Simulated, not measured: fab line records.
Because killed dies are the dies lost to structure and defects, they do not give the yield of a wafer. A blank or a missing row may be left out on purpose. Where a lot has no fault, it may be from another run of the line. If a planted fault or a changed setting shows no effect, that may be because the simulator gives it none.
Shared-tool check | flow gf180mcu | Lots sampled 13, wafers sampled 45

## WHY IT WAS OPENED
Of 13 lots, 2 have the reading MVPSD_TW flagged at GF_MVPSD_TW_MEAS_11. Wafers without a fault read 556, standard deviation 3.1.
Rule: a lot is flagged when every wafer of it that has a number lies more than 4 standard deviations from that mean, or none has a number. The other lots count as sound.

lot  | measured     | on            | MVPSD_TW, wafer by wafer | flag
L328 | day 5 07:52  | film metro-02 | 550 552 553              |
L329 | day 5 13:44  | film metro-04 | 558 554 554              |
L330 | day 5 19:25  | film metro-04 | 559 555 555              |
L332 | day 6 10:54  | film metro-01 | 559 558 556              |
L333 | day 6 20:22  | film metro-02 | 555 555 556              |
L334 | day 6 22:05  | film metro-04 | 550 551 552              |
L336 | day 7 07:40  | film metro-01 | 560 558 560              |
L343 | day 9 03:08  | film metro-01 | 542 543 542 541 543 542  | FLAGGED
L342 | day 9 04:14  | film metro-02 | 536 540 538 537 539 537  | FLAGGED
L346 | day 9 20:49  | film metro-04 | 557 558 558              |
L348 | day 10 08:55 | film metro-04 | 557 557 556              |
L349 | day 10 13:36 | film metro-01 | 556 561 553              |
L350 | day 10 19:27 | film metro-04 | 558 554 554              |
The numbers of the flagged lots are 540 on average: -16 against the usual, or -5 standard deviations.

## WHICH TOOL EACH LOT WENT THROUGH
The record holds 1 process step before the reading, out of a route of 602 steps. Every cell lists first the tool, next ch and the chambers used by the sampled wafers, and last the start.
lot  | flag    | GF_MVPSD_IMPLANT_08
L328 |         | implanter-04 ch 0, day 5 07:28
L329 |         | implanter-04 ch 0, day 5 13:20
L330 |         | implanter-04 ch 0, day 5 19:01
L332 |         | implanter-01 ch 0, day 6 10:32
L333 |         | implanter-02 ch 0, day 6 19:59
L334 |         | implanter-04 ch 0, day 6 21:41
L336 |         | implanter-02 ch 0, day 7 07:18
L343 | FLAGGED | implanter-04 ch 0, day 9 02:45
L342 | FLAGGED | implanter-04 ch 0, day 9 03:50
L346 |         | implanter-02 ch 0, day 9 20:25
L348 |         | implanter-02 ch 0, day 10 08:31
L349 |         | implanter-02 ch 0, day 10 13:12
L350 |         | implanter-01 ch 0, day 10 19:03
These steps, and what they do:
- GF_MVPSD_IMPLANT_08
- GF_MVPSD_TW_MEAS_11

## FLAGGED AGAINST TOTAL, ONE TOOL AT A TIME (gauges that did the reading follow at the end)
step                | tool          | lots run | flagged | share of the flagged lots | sound lots run after its first flagged lot
GF_MVPSD_IMPLANT_08 | implanter-01  | 2        | 0       | none                      | -
GF_MVPSD_IMPLANT_08 | implanter-02  | 5        | 0       | none                      | -
GF_MVPSD_IMPLANT_08 | implanter-04  | 6        | 2       | all                       | 0
GF_MVPSD_TW_MEAS_11 | film metro-01 | 4        | 1       | some                      | 1 (L349)
GF_MVPSD_TW_MEAS_11 | film metro-02 | 3        | 1       | some                      | 0
GF_MVPSD_TW_MEAS_11 | film metro-04 | 6        | 0       | none                      | -

## WHAT IS ALLOWED BY THE TABLE
1 row of the table ran every flagged lot: implanter-04 at GF_MVPSD_IMPLANT_08.
- implanter-04 at GF_MVPSD_IMPLANT_08: 2 of its 6 lots flagged. Last sound lot L334 at day 6 21:41, first flagged lot L343 at day 9 02:45; a fault beginning in between fits. Its own readings (dose ions cm2, faraday current uA) fall more than 4 standard deviations out on all wafers of the flagged lots.
Left over: one tool, implanter-04 at GF_MVPSD_IMPLANT_08.

## WHAT THE SIMULATOR PUT IN
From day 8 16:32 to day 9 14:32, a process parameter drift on implanter-04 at GF_MVPSD_IMPLANT_08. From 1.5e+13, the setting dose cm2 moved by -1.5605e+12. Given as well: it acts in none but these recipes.
Lots struck among those shown: L343, L342. The rule above reached the same finding.
